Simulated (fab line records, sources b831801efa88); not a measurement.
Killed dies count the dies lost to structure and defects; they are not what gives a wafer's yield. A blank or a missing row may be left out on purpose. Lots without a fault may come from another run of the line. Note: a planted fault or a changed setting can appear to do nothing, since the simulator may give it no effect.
A single fault, viewed from 2 desks :: flow sky130 :: each desk has only its own numbers; what lay behind them comes last

## AT THE TOOL OWNER'S DESK: plasma_asher-03
The tool's own readings at SKY_DNWELL_STRIP_08 (strips in O2/N2): means of the sampled wafers that have a number, for each lot that ran on this tool. Marked OUT: a lot whose mean sits more than 4 standard deviations from the usual mean, which makes it out of limits; the brackets give that distance.
Columns: A = drypump_motor_current_A at SKY_DNWELL_STRIP_08, usual 5.7 A; B = o2_flow_sccm at SKY_DNWELL_STRIP_08, usual 3000 sccm; C = oes_product_au at SKY_DNWELL_STRIP_08, usual 0.723 a.u.; D = strip_time_to_endpoint_s at SKY_DNWELL_STRIP_08, usual 36.94 s
lot: L159
first seen here: day 4 01:10
A: 6.2
B: 3001
C: 0.726
D: 36.83

lot: L162
first seen here: day 4 14:39
A: 6.2
B: 2995
C: 0.723
D: 37.08

lot: L175
first seen here: day 7 16:02
A: 6.3
B: 3001
C: 0.722
D: 36.90

lot: L176
first seen here: day 7 22:35
A: 6.2
B: 2997
C: 0.721
D: 37.06
This desk's finding: nothing out of limits on any of the 4 lots.

## AT THE METROLOGY DESK
What the gauges read for every lot (on any tool): the sampled wafers with a number, averaged. Marked OUT: a lot whose mean sits more than 4 standard deviations from the usual mean, which makes it out of limits; the brackets give that distance.
Columns: A = cd_nm at SKY_METAL4_CD_MEAS_13, usual 300.0 nm
lot: L156
first seen here: day 41 18:23
A: 298.6

lot: L157
first seen here: day 42 00:11
A: 301.5

lot: L159
first seen here: day 42 19:20
A: 299.5

lot: L158
first seen here: day 43 04:41
A: 300.7

lot: L160
first seen here: day 43 06:41
A: 299.2

lot: L161
first seen here: day 43 10:50
A: 298.5

lot: L162
first seen here: day 43 16:41
A: 299.3

lot: L164
first seen here: day 44 11:02
A: 300.9

lot: L166
first seen here: day 45 03:24
A: 298.7

lot: L168
first seen here: day 45 15:22
A: 302.0

lot: L173
first seen here: day 46 19:40
A: 300.3

lot: L175
first seen here: day 47 05:52
A: 300.0

lot: L176
first seen here: day 47 09:08
A: 302.1
This desk's finding: nothing out of limits on any of the 13 lots.

## BROUGHT TOGETHER
The desk of the tool owner found nothing out of limits.
From the metrology desk's view, nothing was out of limits.

## WHAT WAS PUT IN BY THE SIMULATOR
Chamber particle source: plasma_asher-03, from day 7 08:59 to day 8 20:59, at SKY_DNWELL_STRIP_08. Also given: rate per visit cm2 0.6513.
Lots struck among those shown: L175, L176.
